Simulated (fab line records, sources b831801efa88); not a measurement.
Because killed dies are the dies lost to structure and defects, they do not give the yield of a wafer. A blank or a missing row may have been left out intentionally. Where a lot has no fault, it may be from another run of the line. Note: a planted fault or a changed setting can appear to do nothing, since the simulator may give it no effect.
Chamber matching | flow sky130 | 4 sister chambers for SKY_LI_CONTACT_CMP_02 on cmp-01
The step polishes PSG. 8 wafers are shown with their chamber, then 8 later ones without.

## WAFERS PAIRED WITH THEIR CHAMBERS
wafer  | chamber | motor_current_A (A) | time_to_endpoint_s (s)
L502.4 | 3       | 11.6                | 29.4
L502.6 | 2       | 10.0                | 35.0
L504.1 | 3       | 11.3                | 30.6
L504.6 | 0       | 12.9                | 33.1
L505.1 | 0       | 13.3                | 31.7
L505.3 | 2       | 10.2                | 32.5
L505.6 | 1       | 11.6                | 26.9
L506.2 | 1       | 11.8                | 30.7

## WAFERS WHOSE CHAMBER IS MISSING
wafer  | motor_current_A (A) | time_to_endpoint_s (s)
L506.4 | 10.2                | 33.7
L506.5 | 11.3                | 31.4
L507.1 | 11.5                | 31.8
L507.3 | 10.4                | 33.3
L507.4 | 11.9                | 29.4
L508.2 | 12.3                | 32.5
L508.3 | 11.3                | 33.3
L508.4 | 10.0                | 36.4

## THE CHAMBER EACH PASSED THROUGH
wafer  | from the rows above          | in truth
L506.4 | 2                            | 2
L506.5 | can't be placed: 3 or 1      | 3
L507.1 | can't be placed: 3 or 1      | 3
L507.3 | 2                            | 2
L507.4 | can't be placed: 1 or 3      | 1
L508.2 | can't be placed: 1 or 0 or 3 | 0
L508.3 | can't be placed: 3 or 1      | 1
L508.4 | 2                            | 2
3 of 8 placed correctly. Can't be placed from these rows: 5 (the true chamber is among the candidates in 5). Placed wrongly: 0.
How it was worked out, from the rows above alone: a wafer's distance from a chamber is the root of the sum, over the readings, of the square of ((its reading less the chamber's mean) divided by the reading's scatter). If the next closest chamber is less than 2 further off than the closest, the wafer can't be placed; otherwise it belongs to the closest. For every chamber, the mean is computed from those of its wafers that are shown. The scatter is the square root of a quotient: the sum, over the shown wafers, of each reading's squared deviation from its chamber's mean, divided by wafers minus chambers.
